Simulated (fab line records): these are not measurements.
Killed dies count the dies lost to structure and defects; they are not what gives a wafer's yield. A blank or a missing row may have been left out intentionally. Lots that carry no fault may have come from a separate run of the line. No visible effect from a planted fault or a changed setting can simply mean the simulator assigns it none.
fab line records	flow sky130
record: lots: 7	wafers: 21	last-day: 50
route steps=708 shown LDD_N@240 PAD_OPEN@708
lots with no fault: from the same line, run without faults
start-h: start of the lot's first displayed wafer, in hours after the record's first day	wait-h: hours elapsed since this lot's preceding step	" as in the row above	L1.1+2: a row that stands for several wafers	- either no value or no given start	* or withheld: withheld	< > ~ a bound
route shown NAME@n: NAME is a module with steps in the file, n the number in the route of the first one	usual: mean/standard deviation of fault-free wafers	same: alike in all rows	chamber/n: place in a boat	sites: per-site readings	_std_site: the standard deviation of these	_edge_site: the outer-site mean with the inner-site mean subtracted	radius-mm: how far each site lies from the wafer's centre	mask NAME#n: copy n	behind: the last tool/chamber to shape the wafer	hold: reason for holding the lot/hours on hold/outcome of the hold	device: the n, p or np transistor that did not switch	end of line: at the end of the route, the tests of the same wafers	a step given without rows: its recipe and nothing more	killed: dies that structure and defects cost at the first sort, which is not the same as the wafer's yield	map: a wafer's dies, x killed, . not, _ none there
set.NAME: setting as actually run; set.NAME@STEP: the setting as run at that earlier step	model.NAME: the simulator's own value behind a step, which no gauge read
lots at selected steps of the route; one table per step, one row per wafer
services: from which hour (start-h, from the record's first day; less than 0 if before it) a tool's chamber was out of use, for how many hours, and why
== steps ==
step: SKY_LDD_N_SOFTBAKE_03
recipe: temp-c: 90	time-s: 60	resist: NOVOLAK
step: SKY_LDD_N_EXPOSE_04
recipe: mask-id: NTM	target-cd-nm: 840	na: 0.6	source-shape: conventional	sigma-outer: 0.6	dose-mj: 110
step: SKY_LDD_N_PEB_05
recipe: temp-c: withheld	time-s: *	resist: NOVOLAK
step: SKY_LDD_N_DEVELOP_06
recipe: develop-time-s: 60	dev-temp-c: 23
step: SKY_LDD_N_OVL_MEAS_07
usual: LDD_N_OVL: -0.2/1.2
lot.wafer	tool	chamber	start-h	wait-h	LDD_N_OVL[nm]
L168.1	overlay-02	-	438.56	0.1	0.3
L168.2	"	-	"	"	-1.2
L168.3	"	-	"	"	-0.6
L169.2	overlay-02	-	474.45	0.1	2.0
L169.3	"	-	"	"	0.5
L169.5	"	-	"	"	3.0
L174.3	overlay-01	-	496.12	0.1	0.9
L174.4	"	-	"	"	-0.8
L174.6	"	-	"	"	-0.1
L176.1	overlay-01	-	499.34	0.1	0.5
L176.2	"	-	"	"	1.0
L176.3	"	-	"	"	1.1
L178.1	overlay-01	-	531.76	0.1	-1.5
L178.4	"	-	"	"	-1.9
L178.6	"	-	"	"	0.1
L187.1	overlay-01	-	596.01	0.1	0.4
L187.3	"	-	"	"	-0.2
L187.6	"	-	"	"	-1.3
L186.1	overlay-01	-	597.74	0.1	0.7
L186.2	"	-	"	"	-1.0
L186.6	"	-	"	"	-1.4
step: SKY_LDD_N_IMPLANT_08
recipe: species: As	energy-kev: 20	dose-cm2: 7.5e+13	tilt-deg: withheld	rotation-deg: 23
step: SKY_LDD_N_IMPLANT_09
recipe: species: As	energy-kev: 20	dose-cm2: 7.5e+13	tilt-deg: withheld	rotation-deg: 113
step: SKY_LDD_N_IMPLANT_10
recipe: species: As	energy-kev: 20	dose-cm2: 7.5e+13	tilt-deg: withheld	rotation-deg: 203
step: SKY_LDD_N_IMPLANT_11
recipe: species: As	energy-kev: 20	dose-cm2: 7.5e+13	tilt-deg: withheld	rotation-deg: 293
step: SKY_LDD_N_IMPLANT_12
recipe: species: BF2	energy-kev: 50	dose-cm2: 5e+12	tilt-deg: 30	rotation-deg: 0
step: SKY_LDD_N_IMPLANT_13
recipe: species: BF2	energy-kev: 50	dose-cm2: 5e+12	tilt-deg: 30	rotation-deg: 90
step: SKY_LDD_N_IMPLANT_14
recipe: species: BF2	energy-kev: 50	dose-cm2: 5e+12	tilt-deg: 30	rotation-deg: 180
step: SKY_LDD_N_IMPLANT_15
recipe: species: BF2	energy-kev: 50	dose-cm2: 5e+12	tilt-deg: 30	rotation-deg: 270
usual: dose-ions-cm2: 5e+12/5.1e+09	faraday-current-uA: 28.2/0.55
lot.wafer	tool	chamber	start-h	wait-h	dose-ions-cm2	faraday-current-uA
L168.1	implanter-03	0	439.64	0.1	4.997e+12	27.2
L168.2	"	0	"	"	4.999e+12	29.0
L168.3	"	0	"	"	4.992e+12	27.6
L169.2	implanter-02	0	475.56	0.1	5.004e+12	28.6
L169.3	"	0	"	"	5.007e+12	27.8
L169.5	"	0	"	"	4.999e+12	27.4
L174.3	implanter-02	0	497.29	0.1	7.702e+12	43.6
L174.4	"	0	"	"	7.708e+12	43.3
L174.6	"	0	"	"	7.692e+12	42.0
L176.1	implanter-02	0	500.43	0.1	7.696e+12	43.8
L176.2	"	0	"	"	7.702e+12	42.3
L176.3	"	0	"	"	7.705e+12	41.9
L178.1	implanter-02	0	532.84	0.1	7.704e+12	43.6
L178.4	"	0	"	"	7.708e+12	43.9
L178.6	"	0	"	"	7.713e+12	43.1
L187.1	implanter-01	0	597.09	0.1	5.008e+12	27.0
L187.3	"	0	"	"	5.004e+12	28.3
L187.6	"	0	"	"	5.002e+12	27.8
L186.1	implanter-01	0	598.83	0.1	5.007e+12	27.8
L186.2	"	0	"	"	4.999e+12	28.4
L186.6	"	0	"	"	5.005e+12	28.4
step: SKY_LDD_N_STRIP_16
recipe: chemistry: O2/N2	power-w: 1400	pressure-mtorr: 1500	platen-temp-c: withheld	o2-flow-sccm: 3000	n2-flow-sccm: 300	overash-fraction: 0.5
usual: drypump-motor-current-A: 5.7/0.54	n2-flow-sccm: 300.0/0.89	oes-product-au: 0.407/0.0048	strip-time-to-endpoint-s: 4.312/0.012
lot.wafer	tool	chamber	start-h	wait-h	drypump-motor-current-A	n2-flow-sccm	oes-product-au	rf-hours-counter-h	strip-time-to-endpoint-s
L168.1	plasma-asher-03	0	439.79	0.1	5.8	301.7	0.402	1	4.297
L168.2	"	1	"	"	6.2	300.9	0.403	1	4.300
L168.3	"	1	"	"	6.2	298.9	0.403	-	4.307
L169.2	plasma-asher-03	0	475.68	0.1	5.8	301.2	0.413	4	4.303
L169.3	"	0	"	"	5.8	299.3	0.420	-	4.313
L169.5	"	1	"	"	6.2	300.2	0.413	-	4.333
L174.3	plasma-asher-02	1	497.42	0.1	4.8	300.3	0.416	-	4.327
L174.4	"	0	"	"	6.1	298.4	0.404	-	4.295
L174.6	"	1	"	"	4.8	301.2	0.401	-	4.315
L176.1	plasma-asher-02	0	500.58	0.1	6.1	300.2	0.404	68	4.313
L176.2	"	1	"	"	4.8	299.7	0.409	68	4.295
L176.3	"	1	"	"	4.8	298.5	0.406	-	4.303
L178.1	plasma-asher-03	1	532.99	0.1	6.2	299.7	0.409	9	4.317
L178.4	"	0	"	"	5.8	300.4	0.418	-	4.318
L178.6	"	1	"	"	6.2	300.5	0.407	-	4.312
L187.1	plasma-asher-03	1	597.24	0.1	6.2	300.3	0.414	16	4.290
L187.3	"	0	"	"	5.8	300.0	0.415	-	4.322
L187.6	"	0	"	"	5.8	302.2	0.407	-	4.316
L186.1	plasma-asher-02	0	598.98	0.1	6.1	301.0	0.410	79	4.280
L186.2	"	1	"	"	4.8	300.6	0.399	79	4.318
L186.6	"	0	"	"	6.1	301.4	0.405	-	4.305
step: SKY_PAD_OPEN_PROBE_99
usual: killed_at_M0_to_M3: 42/6.4	killed_at_M4_up: 2.9/1.7	killed-at-contacts: 25/5.2	killed-at-front-end: 16/4.4	killed-at-other: 0.4/0.65	killed-dies: 86/9.2	killed-open: 47/6.6	killed-short: 39/5.8
same: gross-dies: 492	killed-at-back-side: 0
lot.wafer	tool	chamber	start-h	wait-h	killed_at_M0_to_M3	killed_at_M4_up	killed-at-contacts	killed-at-front-end	killed-at-other	killed-dies	killed-open	killed-short	model.etest.tip-n.rs-ohm-sq	model.etest.nfet_01v8_turned.vt-sat-v	model.etest.nfet_01v8_turned.vt-v	model.etest.nfet_01v8_lvt.vt-sat-v	model.etest.nfet_01v8_lvt.vt-v
L168.1	prober-01	-	1095.26	0.1	49	3	23	13	0	88	49	39	449.6	0.6444	0.6934	0.5342	0.6019
L168.2	prober-01	-	1095.31	0.1	37	2	20	15	0	74	42	32	451	0.6379	0.6894	0.5232	0.6001
L168.3	prober-01	-	1095.36	0.2	52	4	20	15	1	92	49	43	451.4	0.6393	0.6908	0.5275	0.6026
L169.2	prober-02	-	1124.21	0.1	42	1	22	13	0	78	44	34	440.8	0.6416	0.6936	0.5285	0.6036
L169.3	prober-02	-	1124.26	0.2	38	3	19	14	0	74	42	31	439.2	0.6497	0.7021	0.5362	0.6065
L169.5	prober-02	-	1124.36	0.2	61	2	19	19	0	101	55	46	443.3	0.6589	0.7067	0.5492	0.6168
L174.3	prober-02	-	1141.14	0.2	43	1	22	14	0	80	43	37	446.6	0.693	0.7192	0.5678	0.6291
L174.4	prober-02	-	1141.19	0.2	34	6	19	8	0	67	33	34	445.7	0.6904	0.7208	0.5681	0.6301
L174.6	prober-02	-	1141.29	0.2	38	3	20	17	1	79	40	38	450.5	0.681	0.7117	0.5658	0.6227
L176.1	prober-02	-	1142.44	0.1	33	5	22	14	0	74	44	30	451.9	0.6971	0.7244	0.5626	0.6233
L176.2	prober-02	-	1142.49	0.1	52	4	26	17	0	99	58	41	453.5	0.6892	0.7224	0.5516	0.6204
L176.3	prober-02	-	1142.54	0.2	36	1	20	16	1	74	35	39	449.3	0.699	0.7298	0.5644	0.6326
L178.1	prober-02	-	1155.88	0.1	36	3	20	18	0	77	41	36	443.6	0.6882	0.7222	0.5553	0.6232
L178.4	prober-02	-	1156.03	0.2	48	2	22	16	1	89	46	41	444	0.6968	0.7297	0.5614	0.6324
L178.6	prober-02	-	1156.13	0.2	33	5	22	12	1	73	39	33	446.5	0.6894	0.7232	0.5562	0.6263
L187.1	prober-01	-	1195.86	0.1	43	2	20	11	0	76	43	32	445.4	0.6534	0.7056	0.5384	0.6124
L187.3	prober-01	-	1195.96	0.2	39	3	27	16	0	85	50	33	443.5	0.6557	0.7088	0.5465	0.6283
L187.6	prober-01	-	1196.11	0.2	42	4	29	19	1	95	54	40	445.4	0.6461	0.7	0.5318	0.6092
L186.1	prober-02	-	1198.12	0.1	46	4	24	19	0	93	50	42	440.9	0.6496	0.7033	0.543	0.6119
L186.2	prober-02	-	1198.17	0.1	46	2	27	27	1	103	48	51	442.9	0.6576	0.7073	0.5486	0.618
L186.6	prober-02	-	1198.37	0.2	39	6	18	25	0	88	55	33	441.1	0.659	0.7071	0.5449	0.6155
killed by level:class
L168.1 VIA1:geometric-particle:open=12 VIA1:geometric-particle:short=8 LI_CONTACT:geometric-particle:open=7 CONTACT:geometric-particle:open=7 VIA2:geometric-particle:short=5 METAL1:geometric-particle:short=5 VIA2:geometric-particle:open=5 METAL3:geometric-particle:short=5
L168.2 CONTACT:geometric-particle:open=10 VIA1:geometric-particle:open=9 VIA3:geometric-particle:open=8 METAL2:geometric-particle:short=7 CONTACT:geometric-particle:short=6 POLY_GATE:geometric-particle:short=5 VIA2:geometric-particle:open=5 LI_CONTACT:geometric-particle:open=3
L168.3 VIA1:geometric-particle:open=14 VIA3:geometric-particle:short=8 VIA2:geometric-particle:open=8 LOCAL_INTERCONNECT:geometric-particle:short=6 CONTACT:geometric-particle:open=6 METAL1:geometric-particle:short=6 METAL2:geometric-particle:short=6 FIELD_ISO:geometric-particle:short=4
L169.2 CONTACT:geometric-particle:open=7 VIA2:geometric-particle:open=7 LI_CONTACT:geometric-particle:open=6 METAL2:geometric-particle:short=6 VIA3:geometric-particle:open=6 VIA1:geometric-particle:open=5 POLY_GATE:geometric-particle:short=4 SPACER:geometric-particle:short=4
L169.3 LI_CONTACT:geometric-particle:open=7 VIA1:geometric-particle:open=6 VIA2:geometric-particle:open=6 METAL1:geometric-particle:short=5 VIA3:geometric-particle:open=5 METAL3:geometric-particle:short=5 FIELD_ISO:geometric-particle:open=4 POLY_GATE:geometric-particle:open=4
L169.5 VIA1:geometric-particle:open=18 VIA3:geometric-particle:open=9 POLY_GATE:geometric-particle:open=6 POLY_GATE:geometric-particle:short=6 LI_CONTACT:geometric-particle:open=6 METAL1:geometric-particle:short=6 METAL3:geometric-particle:short=6 METAL2:geometric-particle:short=6
L174.3 VIA2:geometric-particle:open=8 VIA3:geometric-particle:open=7 VIA1:geometric-particle:open=7 CONTACT:geometric-particle:open=6 FIELD_ISO:geometric-particle:open=5 LI_CONTACT:geometric-particle:open=5 CONTACT:geometric-particle:short=5 METAL1:geometric-particle:short=5
L174.4 CONTACT:geometric-particle:open=6 METAL3:geometric-particle:short=6 VIA1:geometric-particle:open=5 LI_CONTACT:geometric-particle:open=4 VIA3:geometric-particle:open=4 POLY_GATE:geometric-particle:short=3 LI_CONTACT:geometric-particle:short=3 CONTACT:geometric-particle:short=3
L174.6 VIA3:geometric-particle:open=9 CONTACT:geometric-particle:open=8 METAL1:geometric-particle:short=6 POLY_GATE:geometric-particle:open=5 FIELD_ISO:geometric-particle:short=4 VIA1:geometric-particle:open=4 CONTACT:geometric-particle:short=4 METAL2:geometric-particle:short=4
L176.1 CONTACT:geometric-particle:open=10 FIELD_ISO:geometric-particle:open=5 LI_CONTACT:geometric-particle:open=5 VIA1:geometric-particle:open=5 VIA2:geometric-particle:open=5 VIA3:geometric-particle:open=5 FIELD_ISO:geometric-particle:short=4 METAL1:geometric-particle:short=4
L176.2 VIA1:geometric-particle:open=14 LI_CONTACT:geometric-particle:open=11 CONTACT:geometric-particle:open=8 VIA1:geometric-particle:short=8 VIA2:geometric-particle:open=6 FIELD_ISO:geometric-particle:open=5 METAL1:geometric-particle:short=5 METAL2:geometric-particle:short=5
L176.3 CONTACT:geometric-particle:open=8 VIA3:geometric-particle:open=6 VIA1:geometric-particle:open=6 POLY_GATE:geometric-particle:short=5 LI_CONTACT:geometric-particle:open=5 VIA1:geometric-particle:short=5 VIA2:geometric-particle:open=5 CONTACT:geometric-particle:short=4
L178.1 CONTACT:geometric-particle:open=8 CONTACT:geometric-particle:short=7 VIA1:geometric-particle:open=7 VIA2:geometric-particle:open=6 FIELD_ISO:geometric-particle:short=5 POLY_GATE:geometric-particle:open=5 VIA3:geometric-particle:open=4 METAL3:geometric-particle:short=4
L178.4 VIA1:geometric-particle:open=12 CONTACT:geometric-particle:open=10 VIA2:geometric-particle:open=9 METAL1:geometric-particle:short=6 FIELD_ISO:geometric-particle:short=5 VIA1:geometric-particle:short=5 VIA2:geometric-particle:short=5 LI_CONTACT:geometric-particle:open=4
L178.6 CONTACT:geometric-particle:open=9 VIA2:geometric-particle:open=8 METAL1:geometric-particle:short=7 CONTACT:geometric-particle:short=5 VIA3:geometric-particle:open=5 LOCAL_INTERCONNECT:geometric-particle:short=4 VIA1:geometric-particle:open=4 POLY_GATE:geometric-particle:open=3
L187.1 VIA2:geometric-particle:open=9 CONTACT:geometric-particle:open=8 VIA3:geometric-particle:open=7 VIA1:geometric-particle:open=7 VIA2:geometric-particle:short=6 LI_CONTACT:geometric-particle:open=4 VIA1:geometric-particle:short=4 METAL3:geometric-particle:short=4
L187.3 CONTACT:geometric-particle:open=10 VIA1:geometric-particle:open=8 VIA2:geometric-particle:open=7 LI_CONTACT:geometric-particle:open=6 METAL1:geometric-particle:short=5 FIELD_ISO:geometric-particle:short=4 POLY_CUT:geometric-particle:open=4 LOCAL_INTERCONNECT:geometric-particle:open=4
L187.6 LI_CONTACT:geometric-particle:open=10 CONTACT:geometric-particle:open=8 VIA1:geometric-particle:open=7 VIA2:geometric-particle:open=7 METAL2:geometric-particle:short=6 VIA3:geometric-particle:open=5 FIELD_ISO:geometric-particle:short=4 POLY_CUT:geometric-particle:short=4
L186.1 VIA1:geometric-particle:open=15 FIELD_ISO:geometric-particle:short=8 LI_CONTACT:geometric-particle:open=8 CONTACT:geometric-particle:open=7 CONTACT:geometric-particle:short=6 VIA3:geometric-particle:open=6 FIELD_ISO:geometric-particle:open=4 METAL1:geometric-particle:short=4
L186.2 VIA1:geometric-particle:open=11 METAL1:geometric-particle:short=9 CONTACT:geometric-particle:open=8 LI_CONTACT:geometric-particle:open=6 CONTACT:geometric-particle:short=6 VIA3:geometric-particle:open=6 FIELD_ISO:geometric-particle:short=5 POLY_GATE:geometric-particle:short=5
L186.6 CONTACT:geometric-particle:open=9 VIA1:geometric-particle:open=9 FIELD_ISO:geometric-particle:open=7 POLY_GATE:geometric-particle:open=7 VIA3:geometric-particle:open=6 FIELD_ISO:geometric-particle:short=5 LI_CONTACT:geometric-particle:open=4 METAL1:geometric-particle:short=4
== services ==
tool	chamber	start-h	hours	kind
plasma-asher-03	-	421.26	9.0	pm
plasma-asher-03	0	421.26	9.0	vent-cycle
plasma-asher-03	1	421.26	9.0	vent-cycle
plasma-asher-03	0	430.26	-	clean
plasma-asher-03	1	430.26	-	clean
implanter-03	-	453.35	73.0	pm
plasma-asher-03	-	458.41	2.8	pm
plasma-asher-02	-	465.18	2.8	pm
plasma-asher-02	-	487.95	0.7	repair
implanter-03	-	526.31	4.9	pm
implanter-03	-	528.16	2.5	repair
implanter-02	-	555.79	2.4	repair
implanter-03	-	581.10	3.9	repair
== key ==
first-sign: step: SKY_LDD_N_IMPLANT_15	reading: dose-ions-cm2	direction: up	sigmas: 99+	usual: *	struck: *
effect: step: SKY_LDD_N_IMPLANT_15	reading: faraday-current-uA	direction: up	sigmas: 27	usual: 28.2	struck: 43.1
model-effect: step: SKY_PAD_OPEN_PROBE_99	value: etest.tip-n.rs-ohm-sq	without: 442.4	struck: 448
met-at SKY_LDD_N_IMPLANT_15
struck-wafers L174.3,L174.4,L174.6,L176.1,L176.2,L176.3,L178.1,L178.4,L178.6
tester-left-out L174,L176,L178
onset-between 475.56 497.29
fault: kind: process-parameter-drift	tool: implanter-02	chamber: -	onset-h: 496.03	steps: SKY_LDD_N_IMPLANT_15	channel: dose-cm2	offset: *	shape: step	end-h: 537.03	acts-in: *	stated: *
tester-left-out: of these lots the tester's yield and bins aren't shown, on N5 and GAA mostly nor the transistor test; their killed dies are dies lost to structure and defects alone, not to doping, threshold or leakage, so they don't give the yield
